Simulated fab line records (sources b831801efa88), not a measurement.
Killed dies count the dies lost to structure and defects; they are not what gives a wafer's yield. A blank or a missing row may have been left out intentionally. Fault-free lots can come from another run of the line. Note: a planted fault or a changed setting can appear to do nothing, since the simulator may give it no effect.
A lot that was struck, set against a sound lot ; flow sky130 ; 15 steps out of a route of 708
Sound: wafers L550.2, L550.3, L550.6. Wafers struck: L568.3, L568.4, L568.6. The cause comes at the end.
Each step with rows lists, per side, the tool, then ch with its chambers, then its first start. Under that, the readings that differ: sound wafers ; struck wafers ; difference of the means ; sigmas: that difference in standard deviations of wafers without a fault.
alike: readings with means less than 2 such deviations apart, plus words and numbers identical on both sides. not compared: withheld readings, readings lacking a value on some wafer, bounds such as >300 that could conceal the same value, and numbers that have no deviation in the record and whose values overlap.
Wherever a step has rows on one side only, a row that says differs or no value, or a row with sigmas, the two part there. Non-overlapping numbers with no deviation appear without sigmas and do not part them. A reading that every wafer of one side lacks parts them only if that side has two wafers or more.

SKY_METAL1_STRIP_20: strips in O2/N2.
  sound on plasma asher-04 ch 0,1, day 34 06:16; struck on plasma asher-02 ch 0,1, day 39 21:48
  alike: chamber pressure mTorr, drypump motor current A, n2 flow sccm, oes product au, strip time to endpoint s
  not compared: rf hours counter h
then, 4 steps without rows for these wafers: SKY_METAL1_STRIP_21 (strips in post etch residue remover, time 1200 s); SKY_METAL1_CLEAN_22 (cleans in IPA, time 180 s); SKY_METAL1_CLEAN_23 (cleans in O3/DIW); SKY_VIA1_HDPCVD_00 (deposits SiO2, target thk 1030 nm, time 171.7 s).
SKY_VIA1_THK_MEAS_01:
  sound on film metro-02 at day 34 06:59; struck on film metro-01 at day 39 22:31
  alike: VIA1_HDPCVD_THK
SKY_VIA1_CMP_02: polishes SiO2.
  sound on cmp-02 ch 0,3, day 34 07:02; struck on cmp-02 ch 2,3, day 39 22:33
  alike: head pressure psi, motor current A, platen rpm
SKY_VIA1_BOW_MEAS_03:
  sound on film metro-01 at day 34 07:21; struck on film metro-02 at day 39 22:53
  alike: VIA1_BOW
then, 4 steps without rows for these wafers: SKY_VIA1_DEHYDRATE_04 (time 60 s); SKY_VIA1_HMDS_05 (prime time 60 s); SKY_VIA1_COAT_06 (resist thk 60 nm); SKY_VIA1_COAT_07 (resist thk 450 nm).
SKY_VIA1_SOFTBAKE_08: time 90 s.
  sound on litho track-01 ch 0, day 34 20:00; struck on litho track-03 ch 0, day 40 11:00
reading;sound;struck;difference;sigmas
heater power total W (W);57.49 57.30 57.47;58.20 57.85 58.11;+0.63;+6
plate temp C (C);99.70 99.85 99.72;- - -;no value on the struck wafers;
run length s (s);118.90 119.02 119.14;116.12 116.07 116.14;-2.91;-26
then, 1 step without rows for these wafers: SKY_VIA1_EXPOSE_09 (exposes mask VIM, target cd 150 nm).
-- the record jumps here: 11 days lie between the struck wafers' starts before and after (it left off in module VIA1 and takes up again in module PAD_OPEN, whose first step shown is number 708 of the route) --
SKY_PAD_OPEN_PROBE_99:
  sound on prober-02 at day 47 03:34; struck on prober-01 at day 51 05:03
  alike: defect limited yield, killed_at_M0_to_M3, killed_at_M4_up, killed at contacts, killed at front end, killed at other, killed dies, killed open, killed short, sort_bin_3_pad_short, sort_bin_5_function, sort_bin_6_memory, sort n pass, sort yield pct

## WHERE THEY PART
Only at SKY_VIA1_SOFTBAKE_08, within this record. Later steps at which nothing parts them and some readings are alike: SKY_PAD_OPEN_PROBE_99.

WHY: whatever the simulator had introduced
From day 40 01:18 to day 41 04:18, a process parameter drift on litho track-03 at SKY_VIA1_SOFTBAKE_08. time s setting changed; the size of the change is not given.
